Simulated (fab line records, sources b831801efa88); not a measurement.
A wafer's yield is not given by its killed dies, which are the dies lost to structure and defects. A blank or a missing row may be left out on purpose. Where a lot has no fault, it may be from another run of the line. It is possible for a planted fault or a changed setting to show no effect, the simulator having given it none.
fab line records	flow sky130
record lots=6	wafers=18	last-day=48
route steps=708 shown VIA3@582 METAL4@598 CAP2M@603 PAD_OPEN@708
lots that met no fault: from a run of the same line without faults
start-h: start of the lot's first displayed wafer, in hours after the record's first day	wait-h: how many hours have passed since the lot's step before this one	" identical to the entry in the row above	L1.1+2: a row that stands for several wafers	- either no value or no given start	* or withheld: withheld	< > ~ a bound
route shown NAME@n: names a module that has steps shown in the file, with the first one's number in the route	usual: mean and standard deviation over wafers with no fault	same: alike in all rows	chamber/n: place in a boat	sites: the reading at each site	_std_site: the values' standard deviation	_edge_site: outer sites' mean less inner sites'	radius-mm: for every site, how far away it sits from the centre of the wafer	mask NAME#n: copy n	behind: the last tool/chamber to shape the wafer	hold: what put the lot on hold/how long, in hours/how the hold closed	device: the transistor (n, p or np) that didn't switch	end of line: the tests these same wafers got at the end of their route	step lacking rows: just its recipe	killed: dies that structure and defects cost at the first sort, which is not the same as the wafer's yield	map: per-die view of a wafer (x killed, . not killed, _ where there is no die)
set.NAME: the run value of the setting; set.NAME@STEP: its run value at that earlier step	model.NAME: the simulator's own value behind a step, which no gauge read
lots seen at some steps along the route; tables by step, rows by wafer
services: when a tool's chamber went out of use (start-h, in hours from the record's first day, below 0 if earlier), for how many hours, and the reason
## steps
# step SKY_VIA3_EXPOSE_09
# recipe mask-id=VIM3	na=0.8	source-shape=annular	sigma-inner=0.55	sigma-outer=0.85	target-cd-nm=200	dose-mj=38
# step SKY_VIA3_PEB_10
# recipe peb-temp-c=withheld	peb-time-s=withheld	resist=KrF-thick
# step SKY_VIA3_DEVELOP_11
# recipe develop-time-s=60	resist=KrF-thick	dev-temp-c=21
# step SKY_VIA3_CD_MEAS_12
# recipe target-cd-nm=200
# usual cd-nm=200.3/1.2
lot.wafer	tool	chamber	start-h	wait-h	cd-nm
L134.2	cd-sem-01	-	932.98	-	200.8
L134.4	"	-	"	"	200.6
L134.5	"	-	"	"	199.7
L135.2	cd-sem-02	-	938.91	-	199.2
L135.4	"	-	"	"	199.8
L135.5	"	-	"	"	199.4
L139.2	cd-sem-01	-	978.58	-	197.1
L139.3	"	-	"	"	199.1
L139.6	"	-	"	"	199.2
L138.2	cd-sem-02	-	984.27	-	198.3
L138.4	"	-	"	"	199.9
L138.6	"	-	"	"	198.9
L146.1	cd-sem-02	-	1013.84	-	202.5
L146.4	"	-	"	"	200.5
L146.6	"	-	"	"	200.4
L148.1	cd-sem-01	-	1034.51	-	197.8
L148.5	"	-	"	"	199.1
L148.6	"	-	"	"	200.3
# step SKY_VIA3_OVL_MEAS_13
# usual VIA3_OVL=-1/5.8
lot.wafer	tool	chamber	start-h	wait-h	VIA3_OVL[nm]
L134.2	overlay-01	-	933.09	0.1	2
L134.4	"	-	"	"	3
L134.5	"	-	"	"	-1
L135.2	overlay-01	-	939.01	0.1	2
L135.4	"	-	"	"	-3
L135.5	"	-	"	"	-3
L139.2	overlay-01	-	978.69	0.1	12
L139.3	"	-	"	"	8
L139.6	"	-	"	"	9
L138.2	overlay-02	-	984.38	0.1	7
L138.4	"	-	"	"	4
L138.6	"	-	"	"	5
L146.1	overlay-02	-	1013.96	0.1	-2
L146.4	"	-	"	"	2
L146.6	"	-	"	"	-3
L148.1	overlay-01	-	1034.63	0.1	0
L148.5	"	-	"	"	-4
L148.6	"	-	"	"	4
# step SKY_VIA3_ETCH_14
# recipe chemistry=N2/H2	target=BARC	ion-energy-ev=200	source-w=500	bias-w=100	pressure-mtorr=30	n2-flow-sccm=100	h2-flow-sccm=200	stop-on=SiO2	time-s=45.9	target-depth-a=600
# step SKY_VIA3_ETCH_15
# recipe target=SiO2	chemistry=C4F8/O2/Ar	target-depth-nm=507	stop-on=TiN	mask-material=KrF-thick	source-w=1500	bias-w=1200	pressure-mtorr=40	c4f8-flow-sccm=withheld	O2_flow_sccm=6	Ar_flow_sccm=300	time-s=78
# step SKY_VIA3_STRIP_16
# recipe chemistry=O2/N2	power-w=1400	pressure-mtorr=1500	platen-temp-c=withheld	o2-flow-sccm=3000	n2-flow-sccm=300	overash-fraction=0.5
# usual drypump-motor-current-A=5.8/0.52	oes-product-au=0.401/0.0051	strip-time-to-endpoint-s=4.131/0.021
lot.wafer	tool	chamber	start-h	wait-h	drypump-motor-current-A	oes-product-au	rf-hours-counter-h	strip-time-to-endpoint-s
L134.2	plasma-asher-02	1	933.22	0.0	5.5	0.410	48	4.132
L134.4	"	1	"	"	5.5	0.401	-	4.129
L134.5	"	0	"	"	5.2	0.409	-	4.142
L135.2	plasma-asher-04	1	939.14	0.0	5.2	0.400	112	4.149
L135.4	"	0	"	"	6.2	0.405	-	4.164
L135.5	"	1	"	"	5.2	0.406	-	4.173
L139.2	plasma-asher-01	0	978.82	0.0	5.7	0.406	86	4.105
L139.3	"	1	"	"	6.5	0.395	-	4.119
L139.6	"	0	"	"	5.7	0.398	-	4.117
L138.2	plasma-asher-02	1	984.51	0.0	5.5	0.409	52	4.145
L138.4	"	0	"	"	5.2	0.400	-	4.132
L138.6	"	1	"	"	5.5	0.403	-	4.140
L146.1	plasma-asher-01	1	1014.10	0.0	6.6	0.405	90	4.109
L146.4	"	0	"	"	5.7	0.403	-	4.102
L146.6	"	0	"	"	5.7	0.395	-	4.116
L148.1	plasma-asher-04	1	1034.77	0.0	5.2	0.394	121	4.137
L148.5	"	0	"	"	6.3	0.403	-	4.173
L148.6	"	1	"	"	5.2	0.401	-	4.135
# step SKY_VIA3_STRIP_17
# recipe chemistry=post-etch-residue-remover	time-s=1200	temp-c=72.5
# step SKY_VIA3_CLEAN_18
# recipe chemistry=IPA	time-s=180	temp-c=25
# step SKY_VIA3_CLEAN_19
# recipe chemistry=O3/DIW	dry=n2-spin
# step SKY_VIA3_SPUTTER_20
# recipe material=TiN	target-thk-nm=20	chamber-pressure-pa=5	power-w=4000	time-s=80
# usual throttle-valve-pct=30.4/1.3
lot.wafer	tool	chamber	start-h	wait-h	throttle-valve-pct
L134.2	pvd-sputter-04	-	933.81	0.0	30.6
L134.4	"	-	"	"	32.8
L134.5	"	-	"	"	30.6
L135.2	pvd-sputter-04	-	939.74	0.0	29.7
L135.4	"	-	"	"	28.7
L135.5	"	-	"	"	29.7
L139.2	pvd-sputter-02	-	979.49	0.0	30.1
L139.3	"	-	"	"	28.9
L139.6	"	-	"	"	28.7
L138.2	pvd-sputter-02	-	985.10	0.0	30.3
L138.4	"	-	"	"	30.4
L138.6	"	-	"	"	30.2
L146.1	pvd-sputter-02	-	1014.69	0.0	29.1
L146.4	"	-	"	"	30.0
L146.6	"	-	"	"	30.6
L148.1	pvd-sputter-04	-	1035.38	0.0	33.1
L148.5	"	-	"	"	31.1
L148.6	"	-	"	"	33.1
# step SKY_VIA3_CVD_21
# recipe material=W	target-thk-nm=390	time-s=117.31	temp-c=400	pressure-torr=40
# usual heater-power-w=831/19
lot.wafer	tool	chamber	start-h	wait-h	heater-power-w
L134.2	cvd-w-02	0	933.87	0.0	827
L134.4	"	0	"	"	842
L134.5	"	1	"	"	854
L135.2	cvd-w-01	1	939.80	0.0	835
L135.4	"	0	"	"	813
L135.5	"	0	"	"	781
L139.2	cvd-w-02	0	979.55	0.0	844
L139.3	"	1	"	"	848
L139.6	"	0	"	"	834
L138.2	cvd-w-01	1	985.16	0.0	816
L138.4	"	1	"	"	831
L138.6	"	0	"	"	818
L146.1	cvd-w-02	0	1014.83	0.1	814
L146.4	"	1	"	"	824
L146.6	"	1	"	"	842
L148.1	cvd-w-02	0	1035.44	0.0	845
L148.5	"	0	"	"	854
L148.6	"	1	"	"	858
# step SKY_VIA3_RS_MEAS_22
# recipe thk-meas-gauge=four-point-probe	reads=W_of_VIA3_CVD_21+TiN_of_VIA3_SPUTTER_20
# usual VIA3_W_RS=0.294/0.0036
lot.wafer	tool	chamber	start-h	wait-h	VIA3_W_RS[ohm/sq]
L134.2	film-metro-04	-	934.02	0.1	0.290
L134.4	"	-	"	"	0.293
L134.5	"	-	"	"	0.295
L135.2	film-metro-04	-	939.94	0.1	0.288
L135.4	"	-	"	"	0.293
L135.5	"	-	"	"	0.290
L139.2	film-metro-02	-	979.69	0.1	0.291
L139.3	"	-	"	"	0.292
L139.6	"	-	"	"	0.298
L138.2	film-metro-04	-	985.31	0.1	0.293
L138.4	"	-	"	"	0.294
L138.6	"	-	"	"	0.294
L146.1	film-metro-04	-	1014.96	0.1	0.295
L146.4	"	-	"	"	0.293
L146.6	"	-	"	"	0.289
L148.1	film-metro-01	-	1035.56	0.1	0.297
L148.5	"	-	"	"	0.298
L148.6	"	-	"	"	0.298
# step SKY_VIA3_THK_MEAS_23
# recipe thk-meas-gauge=xrf	reads=W_of_VIA3_CVD_21
# usual VIA3_W_THK=404/6.2
lot.wafer	tool	chamber	start-h	wait-h	VIA3_W_THK[nm]
L134.2	film-metro-04	-	934.13	0.1	412
L134.4	"	-	"	"	404
L134.5	"	-	"	"	400
L135.2	film-metro-04	-	940.05	0.1	414
L135.4	"	-	"	"	408
L135.5	"	-	"	"	409
L139.2	film-metro-02	-	979.80	0.1	399
L139.3	"	-	"	"	399
L139.6	"	-	"	"	390
L138.2	film-metro-04	-	985.42	0.1	404
L138.4	"	-	"	"	405
L138.6	"	-	"	"	403
L146.1	film-metro-04	-	1015.08	0.1	402
L146.4	"	-	"	"	405
L146.6	"	-	"	"	410
L148.1	film-metro-01	-	1035.68	0.1	397
L148.5	"	-	"	"	395
L148.6	"	-	"	"	397
# step SKY_VIA3_CMP_24
# recipe stop-on=SiO2	t-overpolish-s=20	down-force-psi=3.5	platen-rpm=60	target-thk-nm=0	pad-velocity-m-s=0.94248
# step SKY_METAL4_SPUTTER_00
# recipe material=Ti	target-thk-nm=15	power-w=3000	time-s=10	chamber-pressure-pa=0.4
# step SKY_METAL4_SPUTTER_01
# recipe material=TiN	target-thk-nm=20	power-w=6500	time-s=16.7	chamber-pressure-pa=0.4
# step SKY_METAL4_SPUTTER_02
# recipe material=AlCu	target-thk-nm=735	power-w=10600	time-s=39.1	chamber-pressure-pa=0.4
# step SKY_METAL4_SPUTTER_03
# recipe material=Ti	target-thk-nm=5	power-w=3000	time-s=3.3	chamber-pressure-pa=0.4
# usual throttle-valve-pct=29.9/1.3
lot.wafer	tool	chamber	start-h	wait-h	throttle-valve-pct
L134.2	pvd-sputter-03	-	934.56	0.0	28.8
L134.4	"	-	"	"	30.7
L134.5	"	-	"	"	32.0
L135.2	pvd-sputter-03	-	940.49	0.0	30.7
L135.4	"	-	"	"	29.0
L135.5	"	-	"	"	29.6
L139.2	pvd-sputter-04	-	980.24	0.0	29.7
L139.3	"	-	"	"	30.6
L139.6	"	-	"	"	29.8
L138.2	pvd-sputter-01	-	985.85	0.0	29.3
L138.4	"	-	"	"	31.2
L138.6	"	-	"	"	28.4
L146.1	pvd-sputter-03	-	1015.52	0.0	32.0
L146.4	"	-	"	"	30.6
L146.6	"	-	"	"	29.4
L148.1	pvd-sputter-01	-	1036.21	0.0	28.4
L148.5	"	-	"	"	29.2
L148.6	"	-	"	"	28.6
# step SKY_METAL4_SPUTTER_04
# recipe material=TiN	target-thk-nm=70	power-w=6500	time-s=58.3	chamber-pressure-pa=0.4
# usual throttle-valve-pct=29.9/1.3
lot.wafer	tool	chamber	start-h	wait-h	throttle-valve-pct
L134.2	pvd-sputter-03	-	934.58	0.0	29.4
L134.4	"	-	"	"	30.5
L134.5	"	-	"	"	32.0
L135.2	pvd-sputter-03	-	940.51	0.0	30.9
L135.4	"	-	"	"	29.4
L135.5	"	-	"	"	29.2
L139.2	pvd-sputter-04	-	980.25	0.0	29.9
L139.3	"	-	"	"	30.8
L139.6	"	-	"	"	29.8
L138.2	pvd-sputter-01	-	985.87	0.0	29.5
L138.4	"	-	"	"	30.9
L138.6	"	-	"	"	28.4
L146.1	pvd-sputter-03	-	1015.54	0.0	32.0
L146.4	"	-	"	"	30.9
L146.6	"	-	"	"	29.3
L148.1	pvd-sputter-01	-	1036.23	0.0	28.3
L148.5	"	-	"	"	29.6
L148.6	"	-	"	"	28.4
# step SKY_CAP2M_CVD_00
# recipe material=SiO2	target-thk-nm=15.5	temp-c=400	time-s=withheld	rf-w=450
# step SKY_CAP2M_THK_MEAS_01
# recipe reads=SiO2_of_CAP2M_CVD_00
# usual CAP2M_CVD_00_THK=15.50/0.22
lot.wafer	tool	chamber	start-h	wait-h	CAP2M_CVD_00_THK[nm]
L134.2	film-metro-01	-	934.66	-	15.27
L134.4	"	-	"	"	15.53
L134.5	"	-	"	"	15.23
L135.2	film-metro-03	-	940.59	-	15.32
L135.4	"	-	"	"	15.59
L135.5	"	-	"	"	15.50
L139.2	film-metro-03	-	980.34	-	15.30
L139.3	"	-	"	"	15.25
L139.6	"	-	"	"	15.62
L138.2	film-metro-04	-	985.95	-	15.17
L138.4	"	-	"	"	15.27
L138.6	"	-	"	"	15.37
L146.1	film-metro-04	-	1015.62	-	15.47
L146.4	"	-	"	"	15.75
L146.6	"	-	"	"	15.77
L148.1	film-metro-01	-	1036.30	-	15.15
L148.5	"	-	"	"	15.51
L148.6	"	-	"	"	15.36
# step SKY_CAP2M_SPUTTER_02
# recipe material=TiN	target-thk-nm=200	temp-c=300	power-w=6500	time-s=166.7	chamber-pressure-pa=0.4
# step SKY_CAP2M_RS_MEAS_03
# recipe thk-meas-gauge=four-point-probe	reads=TiN_of_CAP2M_SPUTTER_02
# usual CAP2M_TIN_RS=6.90/0.057
lot.wafer	tool	chamber	start-h	wait-h	CAP2M_TIN_RS[ohm/sq]
L134.2	film-metro-04	-	934.84	0.1	6.93
L134.4	"	-	"	"	7.05
L134.5	"	-	"	"	7.02
L135.2	film-metro-01	-	940.77	0.1	6.90
L135.4	"	-	"	"	6.93
L135.5	"	-	"	"	6.89
L139.2	film-metro-04	-	980.51	0.1	6.88
L139.3	"	-	"	"	6.91
L139.6	"	-	"	"	6.89
L138.2	film-metro-03	-	986.13	0.1	6.85
L138.4	"	-	"	"	6.87
L138.6	"	-	"	"	6.81
L146.1	film-metro-03	-	1015.79	0.1	6.92
L146.4	"	-	"	"	6.85
L146.6	"	-	"	"	6.91
L148.1	film-metro-01	-	1036.47	0.1	6.88
L148.5	"	-	"	"	6.89
L148.6	"	-	"	"	6.87
# step SKY_CAP2M_THK_MEAS_04
# recipe thk-meas-gauge=xrf	reads=TiN_of_CAP2M_SPUTTER_02
# usual CAP2M_TIN_THK=197.7/2.2
lot.wafer	tool	chamber	start-h	wait-h	CAP2M_TIN_THK[nm]
L134.2	film-metro-04	-	934.95	0.1	195.6
L134.4	"	-	"	"	192.0
L134.5	"	-	"	"	192.8
L135.2	film-metro-01	-	940.88	0.1	197.9
L135.4	"	-	"	"	198.5
L135.5	"	-	"	"	199.8
L139.2	film-metro-04	-	980.62	0.1	197.7
L139.3	"	-	"	"	196.0
L139.6	"	-	"	"	196.4
L138.2	film-metro-03	-	986.24	0.1	200.4
L138.4	"	-	"	"	198.2
L138.6	"	-	"	"	199.9
L146.1	film-metro-03	-	1015.91	0.1	197.0
L146.4	"	-	"	"	198.7
L146.6	"	-	"	"	198.1
L148.1	film-metro-01	-	1036.59	0.1	199.7
L148.5	"	-	"	"	198.9
L148.6	"	-	"	"	199.6
# step SKY_CAP2M_DEHYDRATE_05
# recipe temp-c=200	time-s=60
# step SKY_CAP2M_HMDS_06
# recipe prime-time-s=60	prime-temp-c=120
# step SKY_CAP2M_COAT_07
# recipe resist=NOVOLAK	spin-rpm=3000	resist-thk-nm=1140
# step SKY_CAP2M_SOFTBAKE_08
# recipe temp-c=90	time-s=60	resist=NOVOLAK
# step SKY_CAP2M_EXPOSE_09
# recipe mask-id=CAP2M	na=0.6	source-shape=conventional	sigma-outer=0.6	polarization=unpolarized	target-cd-nm=1000	dose-mj=159
# step SKY_CAP2M_PEB_10
# recipe temp-c=withheld	time-s=*	resist=NOVOLAK
# step SKY_CAP2M_DEVELOP_11
# recipe resist=NOVOLAK	developer=TMAH	develop-time-s=60	dev-temp-c=23
# step SKY_CAP2M_OVL_MEAS_12
# usual CAP2M_OVL=0.0/1.6
lot.wafer	tool	chamber	start-h	wait-h	CAP2M_OVL[nm]
L134.2	overlay-02	-	958.37	0.1	0.2
L134.4	"	-	"	"	1.2
L134.5	"	-	"	"	0.8
L135.2	overlay-02	-	964.77	0.1	-3.8
L135.4	"	-	"	"	-2.0
L135.5	"	-	"	"	-3.5
L139.2	overlay-02	-	1003.47	0.1	-0.4
L139.3	"	-	"	"	-1.1
L139.6	"	-	"	"	-1.1
L138.2	overlay-02	-	1009.56	0.1	-1.3
L138.4	"	-	"	"	-1.0
L138.6	"	-	"	"	-1.2
L146.1	overlay-01	-	1038.51	0.1	2.5
L146.4	"	-	"	"	-2.4
L146.6	"	-	"	"	-0.2
L148.1	overlay-02	-	1058.54	0.1	-1.8
L148.5	"	-	"	"	-1.4
L148.6	"	-	"	"	-1.7
# step SKY_CAP2M_METAL_ETCH_13
# recipe target-depth-nm=220	stop-on=SiO2	chemistry=Cl2/BCl3	target=TiN	pressure-mtorr=10	icp-w=900	bias-w=48.5	Cl2_flow_sccm=60	bcl3-flow-sccm=30	time-s=62.9
# step SKY_CAP2M_STRIP_14
# recipe chemistry=O2/N2	power-w=1400	pressure-mtorr=1500	platen-temp-c=withheld	o2-flow-sccm=3000	n2-flow-sccm=300	overash-fraction=0.5
# usual drypump-motor-current-A=5.7/0.44	oes-product-au=0.710/0.0044	strip-time-to-endpoint-s=12.67/0.062
lot.wafer	tool	chamber	start-h	wait-h	drypump-motor-current-A	oes-product-au	rf-hours-counter-h	strip-time-to-endpoint-s
L134.2	plasma-asher-03	1	958.48	0.1	6.0	0.709	23	12.66
L134.4	"	0	"	"	6.0	0.716	-	12.64
L134.5	"	1	"	"	6.0	0.711	-	12.57
L135.2	plasma-asher-03	0	964.88	0.1	6.0	0.709	23	12.63
L135.4	"	0	"	"	6.0	0.712	-	12.66
L135.5	"	0	"	"	6.0	0.713	-	12.62
L139.2	plasma-asher-04	0	1003.58	0.1	6.3	0.711	118	12.75
L139.3	"	0	"	"	6.3	0.710	-	12.80
L139.6	"	0	"	"	6.3	0.707	-	12.71
L138.2	plasma-asher-02	0	1009.67	0.1	5.2	0.716	55	12.68
L138.4	"	0	"	"	5.2	0.709	-	12.71
L138.6	"	0	"	"	5.2	0.712	-	12.75
L146.1	plasma-asher-03	0	1038.63	0.1	6.0	0.703	31	12.64
L146.4	"	1	"	"	6.0	0.714	-	12.65
L146.6	"	1	"	"	6.0	0.717	-	12.65
L148.1	plasma-asher-02	0	1058.68	0.1	5.2	0.710	60	12.68
L148.5	"	0	"	"	5.2	0.709	-	12.59
L148.6	"	1	"	"	5.5	0.709	-	12.63
# step SKY_CAP2M_STRIP_15
# recipe chemistry=post-etch-residue-remover	time-s=1200	temp-c=72.5
# step SKY_CAP2M_CLEAN_16
# recipe chemistry=IPA	time-s=180	temp-c=25
# step SKY_CAP2M_CLEAN_17
# recipe chemistry=O3/DIW	dry=n2-spin
# step SKY_METAL4_DEHYDRATE_05
# recipe temp-c=200	time-s=60
# step SKY_METAL4_HMDS_06
# recipe prime-time-s=60	prime-temp-c=120
# step SKY_METAL4_COAT_07
# recipe resist=BARC	temp-c=withheld	time-s=withheld	spin-rpm=3000	resist-thk-nm=60
# step SKY_PAD_OPEN_PROBE_99
# usual defect-limited-yield=82.5/1.9	killed_at_M0_to_M3=44/6.4	killed_at_M4_up=3.4/2.1	killed-at-contacts=23/5	killed-at-front-end=15/4.5	killed-at-other=0.3/0.54	killed-dies=86/9.5	killed-on-rim=17/3.9	killed-open=48/6.9	killed-short=38/5.9	sort_bin_3_pad_short=0.8/0.44	sort_bin_5_function=10.5/1.6	sort_bin_6_memory=6.1/1.1	sort-n-pass=406/9.5	sort-yield-pct=82.5/1.9
# same gross-dies=492	killed-at-back-side=0	sort_bin_4_leakage[%]=0	sort_bin_8_speed[%]=0
lot.wafer	tool	chamber	start-h	wait-h	defect-limited-yield[%]	killed_at_M0_to_M3	killed_at_M4_up	killed-at-contacts	killed-at-front-end	killed-at-other	killed-dies	killed-on-rim	killed-open	killed-short	sort_bin_3_pad_short[%]	sort_bin_5_function[%]	sort_bin_6_memory[%]	sort-n-pass	sort-yield-pct[%]	model.etest.tester.sort-n-pass	model.etest.tester.sort-yield-pct	model.etest.tester.sort_bin_5_pct	model.etest.tester.sort_bin_3_pct
L135.2	prober-02	-	1084.16	0.1	81.9	48	2	26	12	1	89	17	49	40	0.4	10.6	7.1	403	81.9	403	81.91	10.57	0.4065
L135.4	prober-02	-	1084.26	0.2	83.3	41	4	26	11	0	82	14	48	34	0.8	10.2	5.7	410	83.3	410	83.33	10.16	0.813
L135.5	prober-02	-	1084.31	0.2	83.9	44	1	20	14	0	79	21	45	34	0.8	10.8	4.5	413	83.9	413	83.94	10.77	0.813
L139.2	prober-02	-	1115.94	0.1	78.0	58	0	28	22	0	108	22	61	47	1.8	11.6	8.5	384	78.0	384	78.05	11.59	1.829
L139.3	prober-02	-	1115.99	0.2	78.9	39	0	34	31	0	104	19	62	40	0.4	12.4	8.3	388	78.9	388	78.86	12.4	0.4065
L139.6	prober-02	-	1116.14	0.2	80.5	52	4	28	11	1	96	19	47	49	0.8	12.8	5.9	396	80.5	396	80.49	12.8	0.813
L138.2	prober-02	-	1121.53	0.1	82.1	49	1	21	17	0	88	23	52	36	1.2	10.4	6.3	404	82.1	404	82.11	10.37	1.22
L138.4	prober-02	-	1121.63	0.2	80.3	44	5	27	21	0	97	19	55	41	1.0	11.8	6.9	395	80.3	395	80.28	11.79	1.016
L138.6	prober-02	-	1121.73	0.2	79.7	60	5	19	16	0	100	22	57	43	1.4	10.6	8.3	392	79.7	392	79.67	10.57	1.423
L146.1	prober-02	-	1147.58	0.1	78.3	55	6	28	17	1	107	15	67	38	0.4	13.0	8.3	385	78.3	385	78.25	13.01	0.4065
L146.4	prober-02	-	1147.73	0.2	69.7	110	3	18	18	0	149	30	48	42	5.7	18.5	6.1	343	69.7	343	69.72	18.5	5.691
L146.6	prober-02	-	1147.83	0.2	70.1	106	2	16	23	0	147	29	43	49	5.3	18.3	6.3	345	70.1	345	70.12	18.29	5.285
L148.5	prober-01	-	1162.90	0.2	80.7	48	7	23	15	2	95	16	49	44	0.6	12.4	6.3	397	80.7	397	80.69	12.4	0.6098
L148.6	prober-01	-	1162.95	0.2	72.8	97	1	20	16	0	134	24	43	33	3.5	16.9	6.9	358	72.8	358	72.76	16.87	3.455
# killed by level:class
L135.2 VIA1:geometric-particle:open=15 CONTACT:geometric-particle:open=8 LOCAL_INTERCONNECT:geometric-particle:short=6 VIA3:geometric-particle:short=6 VIA3:geometric-particle:open=6 CONTACT:geometric-particle:short=5 VIA2:geometric-particle:open=5 FIELD_ISO:geometric-particle:open=4
L135.4 VIA1:geometric-particle:open=15 CONTACT:geometric-particle:short=9 LI_CONTACT:geometric-particle:open=7 VIA2:geometric-particle:open=6 VIA1:geometric-particle:short=5 CONTACT:geometric-particle:open=5 VIA3:geometric-particle:open=5 FIELD_ISO:geometric-particle:open=3
L135.5 VIA1:geometric-particle:open=10 VIA3:geometric-particle:open=9 CONTACT:geometric-particle:open=6 LI_CONTACT:geometric-particle:open=5 LI_CONTACT:geometric-particle:short=5 METAL1:geometric-particle:short=5 METAL2:geometric-particle:short=5 VIA2:geometric-particle:open=5
L139.2 VIA1:geometric-particle:open=13 CONTACT:geometric-particle:open=10 METAL1:geometric-particle:short=10 LOCAL_INTERCONNECT:geometric-particle:short=8 VIA2:geometric-particle:open=8 LI_CONTACT:geometric-particle:open=6 VIA3:geometric-particle:open=6 FIELD_ISO:geometric-particle:open=5
L139.3 VIA1:geometric-particle:open=12 LI_CONTACT:geometric-particle:open=11 CONTACT:geometric-particle:open=11 FIELD_ISO:geometric-particle:short=10 FIELD_ISO:geometric-particle:open=9 METAL2:geometric-particle:short=6 POLY_GATE:geometric-particle:open=5 LI_CONTACT:geometric-particle:short=5
L139.6 METAL2:geometric-particle:short=10 VIA3:geometric-particle:open=10 CONTACT:geometric-particle:open=8 VIA1:geometric-particle:open=7 LI_CONTACT:geometric-particle:open=6 LOCAL_INTERCONNECT:geometric-particle:short=6 METAL1:geometric-particle:short=6 CONTACT:geometric-particle:short=5
L138.2 VIA1:geometric-particle:open=15 CONTACT:geometric-particle:open=10 VIA2:geometric-particle:open=8 METAL1:geometric-particle:short=6 METAL2:geometric-particle:short=6 FIELD_ISO:geometric-particle:short=4 POLY_GATE:geometric-particle:open=4 POLY_GATE:geometric-particle:short=4
L138.4 CONTACT:geometric-particle:open=10 VIA1:geometric-particle:open=9 VIA3:geometric-particle:open=9 VIA2:geometric-particle:open=8 POLY_GATE:geometric-particle:short=6 LI_CONTACT:geometric-particle:open=6 FIELD_ISO:geometric-particle:short=5 LOCAL_INTERCONNECT:geometric-particle:short=5
L138.6 VIA1:geometric-particle:open=15 VIA1:geometric-particle:short=9 CONTACT:geometric-particle:open=9 METAL2:geometric-particle:short=8 VIA2:geometric-particle:open=8 FIELD_ISO:geometric-particle:open=7 POLY_GATE:geometric-particle:open=6 METAL1:geometric-particle:short=5
L146.1 CONTACT:geometric-particle:open=12 VIA3:geometric-particle:open=11 VIA1:geometric-particle:open=11 VIA2:geometric-particle:open=11 METAL2:geometric-particle:short=7 FIELD_ISO:geometric-particle:open=6 VIA2:geometric-particle:short=6 POLY_GATE:geometric-particle:open=5
L146.4 VIA3:unspecified=57 VIA1:geometric-particle:open=23 VIA3:geometric-particle:open=7 POLY_GATE:geometric-particle:short=6 METAL2:geometric-particle:short=5 METAL1:geometric-particle:short=5 LOCAL_INTERCONNECT:geometric-particle:short=5 CONTACT:geometric-particle:short=5
L146.6 VIA3:unspecified=55 METAL1:geometric-particle:short=11 VIA1:geometric-particle:open=9 METAL2:geometric-particle:short=8 CONTACT:geometric-particle:open=6 VIA3:geometric-particle:open=4 FIELD_ISO:geometric-particle:short=3 POLY_GATE:geometric-particle:short=3
L148.5 VIA1:geometric-particle:short=12 CONTACT:geometric-particle:open=9 VIA1:geometric-particle:open=6 VIA2:geometric-particle:open=6 LI_CONTACT:geometric-particle:open=5 VIA3:geometric-particle:open=5 FIELD_ISO:geometric-particle:short=4 POLY_GATE:geometric-particle:open=4
L148.6 VIA3:unspecified=56 VIA1:geometric-particle:open=13 CONTACT:geometric-particle:short=6 CONTACT:geometric-particle:open=6 VIA2:geometric-particle:open=6 LOCAL_INTERCONNECT:geometric-particle:short=5 FIELD_ISO:geometric-particle:open=4 FIELD_ISO:geometric-particle:short=4
# map L146.4 (x killed, . not)
__________..xxxxxxxx_________
________....xxxxxxxxxx_______
______..x....xxxxxxxx..._____
_____....x.xxxxxxxxxxxx..____
____....x...xxxxxxxxxx.xxx___
___x.......xxxxxxxxx..x....__
__.x..x...xx...xx.xx..x..x.._
_x..............x...x........
_....x...x...xxxx......x..x..
_............x...............
_....x.........x.......x...x.
_........x.........x....xx.x.
_..x......x..xx.x.x....x.....
_....x.....xx....x...........
_xx...x..xx..x..x......x..xx.
__x.......xx......x..xx...x._
___.......x............xxx.__
____x...x.....x..x.xx.....___
_____.xxx.x......x..x...x____
______.......x.xx......._____
________..x.......x..x_______
__________.....xx..._________
# map L148.6 (x killed, . not)
__________...xxxxxxx_________
________.xx..xxxxxxxxx_______
______.....xxxxxxxxxxxx._____
_____......xxxxxxxxxx.x..____
____....x..xxxxxxxxxxx..xx___
___.x..x.....xxxxxxxxx.x...__
__....x..x.....x.xx.xxx..x.._
_..............xx.x....x.....
_..xx..x.....x..xxx.x........
_.....x.....x..............x.
_.............x..xx..x.x.x...
_....xx.................x..x.
_......x..x..........x.......
_.x..x......x.....x...x......
_...................xx.......
__...........x..x.........x._
___.......x..x.............__
____..x...x....x.x...x....___
_____......x.........xx..____
______......x.x......x.._____
________..x.x...x....x_______
__________.x...x.x.._________
## services
tool	chamber	start-h	hours	kind
pvd-sputter-03	1	914.50	-	consumable-replace:kit
pvd-sputter-03	1	914.50	18.0	scheduled-down
pvd-sputter-03	1	914.50	18.0	vent-cycle
cvd-w-02	0	918.00	-	clean
cvd-w-02	1	918.00	-	clean
plasma-asher-01	-	925.21	3.6	repair
pvd-sputter-01	1	932.81	-	consumable-replace:kit
pvd-sputter-01	1	932.81	18.0	scheduled-down
pvd-sputter-01	1	932.81	18.0	vent-cycle
plasma-asher-04	-	941.53	2.4	repair
plasma-asher-01	-	945.77	7.7	repair
pvd-sputter-04	0	958.13	-	consumable-replace:kit
pvd-sputter-04	0	958.13	18.0	scheduled-down
pvd-sputter-04	0	958.13	18.0	vent-cycle
plasma-asher-02	-	963.70	4.3	repair
plasma-asher-04	-	976.68	2.8	pm
pvd-sputter-03	-	977.03	29.4	repair
plasma-asher-02	-	977.03	2.0	repair
cvd-w-01	-	1013.81	6.3	repair
pvd-sputter-02	3	1037.66	-	consumable-replace:kit
pvd-sputter-03	-	1041.82	4.0	repair
plasma-asher-03	-	1044.69	4.3	pm
pvd-sputter-01	-	1048.57	3.3	repair
plasma-asher-04	-	1055.25	9.0	pm
## key
first-sign step=SKY_PAD_OPEN_PROBE_99	reading=killed_at_M0_to_M3	direction=up	sigmas=9.5	usual=44	struck=104
effect step=SKY_PAD_OPEN_PROBE_99	reading=sort_bin_3_pad_short	direction=up	sigmas=8.9	usual=0.8	struck=4.8
model-effect step=SKY_PAD_OPEN_PROBE_99	value=etest.tester.sort-n-pass	without=396	struck=348.7
met-at SKY_VIA3_CVD_21
struck-wafers L146.4,L146.6,L148.6
onset-between 979.55 1014.83
fault kind=chamber-particle-source	tool=cvd-w-02	chamber=1	onset-h=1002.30	steps=SKY_VIA3_CVD_21	rate-per-visit-cm2=1.8406	end-h=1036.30
